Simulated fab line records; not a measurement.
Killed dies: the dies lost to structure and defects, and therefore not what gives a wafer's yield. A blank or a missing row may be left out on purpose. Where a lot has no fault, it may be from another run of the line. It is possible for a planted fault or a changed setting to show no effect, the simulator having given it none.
What tool caused it? | flow sky130 | route of 708 steps, sampled at 1 step: 12 lots, 36 wafers

== WHAT THE GAUGES READ, wafer by wafer ==
SKY_FIELD_ISO_CD_MEAS_13: the cd target is 150 nm.
lot  | measured    | on       | cdNm (nm)
L075 | day 2 10:56 | cdSem-02 | 149.1 150.1 149.0
L077 | day 2 22:02 | cdSem-02 | 151.5 151.9 151.0
L079 | day 3 05:56 | cdSem-02 | 151.6 151.5 151.0
L081 | day 3 18:59 | cdSem-01 | 147.8 147.0 146.2
L083 | day 4 02:56 | cdSem-02 | 149.2 150.5 150.0
L085 | day 4 14:28 | cdSem-01 | 152.2 151.9 150.6
L087 | day 4 23:48 | cdSem-01 | 149.4 150.8 150.2
L089 | day 5 11:45 | cdSem-02 | 146.7 147.5 148.3
L091 | day 5 20:22 | cdSem-01 | 153.0 152.1 151.4
L093 | day 6 10:16 | cdSem-02 | 149.7 148.0 148.6
L095 | day 6 22:18 | cdSem-02 | 150.1 150.6 150.8
L097 | day 7 05:59 | cdSem-01 | 148.8 151.5 149.5

== TOOL THAT RAN EACH LOT (tool first, then ch and the chambers of the sampled wafers, then the start) ==
The record holds no process step before these readings.

== THE ANSWER, worked out from the rows above alone ==
Rule: what is usual is taken from the lots themselves. Put in order of their means at a reading, lots are off if they are a third of the lots or fewer, leave a main group of 4 or more, and stand apart from it by a gap of 3 or more times the standard deviation of the main group's means; of several such gaps the widest counts. If all means in a main group match to the digits the tables above print for the reading, that group is not used. A lot without any number at a reading at which 4 lots or more have one is off too. The other lots that the step has rows for count as sound.
Nothing can be told from this: no lot is off at any reading shown.

== WHAT WAS PUT IN BY THE SIMULATOR ==
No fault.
